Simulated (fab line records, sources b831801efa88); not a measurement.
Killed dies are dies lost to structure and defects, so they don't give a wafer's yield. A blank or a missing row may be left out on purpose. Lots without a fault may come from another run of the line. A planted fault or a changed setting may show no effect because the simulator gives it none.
One fault seen from 2 desks | flow gf180mcu | each desk has only its own numbers; what lay behind them comes last

THE METROLOGY DESK
What the gauges read, lot by lot, whatever tool the lot ran on: means of the sampled wafers that have a number. A lot is out of limits, marked OUT, if its mean lies more than 4 standard deviations from the usual mean; the brackets give that distance.
Columns: A = cd_nm at GF_V3_CD_MEAS_14, usual 260.1 nm; B = V3_W_RS at GF_V3_RS_MEAS_24, usual 0.327 ohm/sq; C = V3_W_THK at GF_V3_THK_MEAS_25, usual 351 nm
lot  | first seen here | A     | B                | C
L590 | day 22 04:00    | 260.6 | 0.325            | 359
L592 | day 23 00:04    | 260.7 | 0.325            | 357
L594 | day 24 00:25    | 260.1 | 0.327            | 356
L596 | day 24 22:28    | 259.6 | 0.323            | 360
L597 | day 25 03:38    | 258.5 | 0.326            | 345
L598 | day 25 20:37    | 260.6 | 0.326            | 346
L600 | day 26 02:52    | 258.3 | 0.330            | 343
L601 | day 26 07:28    | 260.2 | 0.332            | 349
L603 | day 26 22:20    | 260.8 | 0.329            | 353
L604 | day 27 07:19    | 260.2 | 0.307 (-6.5) OUT | 376 (+4.4) OUT
L605 | day 27 15:00    | 260.4 | 0.314 (-4.2) OUT | 362
This desk's finding: out of limits on L604, L605; first on L604, day 27 08:20 (V3_W_RS at GF_V3_RS_MEAS_24). In limits: L590, L592, L594, L596, L597, L598, L600, L601, L603.

THE TOOL OWNER'S DESK: cvd_w-01
The tool's own readings at GF_V3_CVD_23 (deposits W, target thk 350 nm, time 104.9 s): means of the sampled wafers that have a number, for each lot that ran on this tool. A lot is out of limits, marked OUT, if its mean lies more than 4 standard deviations from the usual mean; the brackets give that distance.
Columns: A = heater_power_w at GF_V3_CVD_23, usual 949 W
lot  | first seen here | A
L592 | day 23 00:59    | 1004
L597 | day 25 04:34    | 1047
L598 | day 25 21:38    | 1086
L600 | day 26 03:46    | 1043
L601 | day 26 08:23    | 1008
L603 | day 26 23:14    | 1038
L604 | day 27 08:14    | 1029
L605 | day 27 15:57    | 1022
This desk's finding: nothing out of limits on any of the 8 lots.

PUT TOGETHER
The metrology desk could have raised an alarm at day 27 08:20, on L604, L605.
The tool owner's desk saw nothing out of limits.
The tool owner's desk has L604, L605 on record, within its limits.
Of the lots named, all ran GF_V3_CVD_23 on cvd_w-01.

WHAT THE SIMULATOR HAD PUT IN
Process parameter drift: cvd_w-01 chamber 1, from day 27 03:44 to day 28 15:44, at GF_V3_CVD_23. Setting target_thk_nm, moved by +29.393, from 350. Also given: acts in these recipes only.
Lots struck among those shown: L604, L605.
Hours from the fault's start to each desk's first reading out of limits: the metrology desk, 5.
